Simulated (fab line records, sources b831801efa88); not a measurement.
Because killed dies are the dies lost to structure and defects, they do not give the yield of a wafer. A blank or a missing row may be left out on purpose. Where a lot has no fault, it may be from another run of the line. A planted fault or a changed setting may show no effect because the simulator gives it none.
Struck lot and sound lot, side by side ; flow sky130 ; 17 out of 708 route steps
Sound: these wafers, L907.1, L907.3, L907.5. Wafers struck: L915.1, L915.4, L915.5. At the end, the cause is stated.
Per side, at each step with rows, come the tool, then ch with its chambers, and then its first start. Under that, the readings that differ: sound wafers ; struck wafers ; difference of the means ; sigmas: that difference in standard deviations of wafers without a fault.
alike: words and numbers the same on both sides, and readings whose means are apart by under 2 such deviations; not compared: readings that were withheld, readings missing a value for some wafer, numbers with overlapping values and no deviation given by the record, and bounds like >300 which may hide the same value.
The two part at a step that has a row with sigmas, a row that says differs or no value, or rows on one side only. Numbers that have no deviation but don't overlap get no sigmas and don't part them. A reading missing from all wafers of one side parts the sides only when that side holds two or more wafers.

SKY_LDD_HVN_OVL_MEAS_07:
  sound on overlay-01 at day 21 11:25; struck on overlay-01 at day 24 07:31
  alike: LDD_HVN_OVL
following that, these wafers have no rows for 1 step: SKY_LDD_HVN_IMPLANT_08.
SKY_LDD_HVN_STRIP_09: strips in O2/N2.
  sound on plasma_asher-01 ch 0, day 21 11:37; struck on plasma_asher-01 ch 0,1, day 24 07:43
  alike: drypump_motor_current_A, o2_flow_sccm, oes_product_au, strip_time_to_endpoint_s
  not compared: rf_hours_counter_h
SKY_LDD_HVN_TW_MEAS_10:
  sound on film_metro-03 at day 21 11:43; struck on film_metro-01 at day 24 07:49
  alike: LDD_HVN_TW
then, 7 steps without rows for these wafers: SKY_LDD_HVP_DEHYDRATE_00 (time 60 s); SKY_LDD_HVP_HMDS_01 (prime time 60 s); SKY_LDD_HVP_COAT_02 (resist thk 300 nm); SKY_LDD_HVP_SOFTBAKE_03 (time 60 s); SKY_LDD_HVP_EXPOSE_04 (exposes mask HVPTM, target cd 700 nm); SKY_LDD_HVP_PEB_05; SKY_LDD_HVP_DEVELOP_06 (develop time 60 s).
SKY_LDD_HVP_OVL_MEAS_07:
  sound on overlay-02 at day 22 18:11; struck on overlay-01 at day 25 13:01
reading;sound;struck;difference;sigmas
LDD_HVP_OVL (nm);0.3 1.6 1.6;-2.2 -2.5 -1.4;-3.2;-2
SKY_LDD_HVP_IMPLANT_08:
  sound on implanter-01 ch 0, day 22 18:14; struck on implanter-04 ch 0, day 25 13:04
reading;sound;struck;difference;sigmas
implant_ion_amu;11 11 11;49 49 49;+38;
model.implant.rp_nm (nm);62.58 62.58 62.58;16.93 16.93 16.93;-45.65;
model.implant.drp_nm (nm);28.53 28.53 28.53;9.782 9.782 9.782;-18.748;
  alike: beam_on_s
SKY_LDD_HVP_STRIP_09: strips in O2/N2.
  sound on plasma_asher-03 ch 0, day 22 18:23; struck on plasma_asher-02 ch 0,1, day 25 13:13
  alike: drypump_motor_current_A, o2_flow_sccm, oes_product_au, strip_time_to_endpoint_s
  not compared: rf_hours_counter_h
SKY_LDD_HVP_TW_MEAS_10:
  sound on film_metro-01 at day 22 18:29; struck on film_metro-04 at day 25 13:19
reading;sound;struck;difference;sigmas
LDD_HVP_TW;452 450 451;707 707 705;+255;+71
then, 1 step without rows for these wafers: SKY_LDD_LDN_DEHYDRATE_00 (time 60 s).
-- a jump in the record: the struck wafers' starts before and after are 23 days apart (it breaks off in module LDD_LDN and resumes in module PAD_OPEN, where the first step shown is number 708 of the route) --
SKY_PAD_OPEN_PROBE_99:
  sound on prober-01 at day 46 11:32; struck on prober-01 at day 48 08:36
reading;sound;struck;difference;sigmas
model.etest.tip_p_5v.rs_ohm_sq;2839 2865 2883;4619 4658 4642;+1777;
model.etest.pfet_g5v0d10v5.r_on_ohm_um;4825 4773 4854;5326 5331 5291;+499;
model.etest.tip_p_5v.rs_ohm_sq_range;52.95 65.46 83.26;114 100.7 113.5;+42;
model.etest.pfet_g5v0d10v5.drive_ua_um;332.5 337 336.2;298.5 297 300.7;-36.5;
model.etest.res_pdiff_hv.rs_ohm_sq;192.8 190.8 190.9;198.4 196.5 198;+6.1;
model.etest.ring_5v.delay_ps;45.44 44.94 45.33;47.05 47.2 46.77;+1.77;
model.etest.pfet_g5v0d10v5.off_log10_a_um;-12.75 -13.02 -12.83;-13.57 -13.5 -13.6;-0.69;
model.etest.pfet_g5v0d10v5.vt_sat_v (V);-0.6609 -0.6772 -0.6588;-0.7779 -0.8284 -0.7846;-0.1313;
  alike: killed_at_M0_to_M3, killed_at_M4_up, killed_at_contacts, killed_at_front_end, killed_at_other, killed_dies, killed_open, killed_short

WHERE THEY PART
Last at SKY_LDD_HVP_TW_MEAS_10 as far as this record goes, first at SKY_LDD_HVP_OVL_MEAS_07. Later steps at which nothing parts them and some readings are alike: SKY_PAD_OPEN_PROBE_99.

WHY: what the simulator had put in
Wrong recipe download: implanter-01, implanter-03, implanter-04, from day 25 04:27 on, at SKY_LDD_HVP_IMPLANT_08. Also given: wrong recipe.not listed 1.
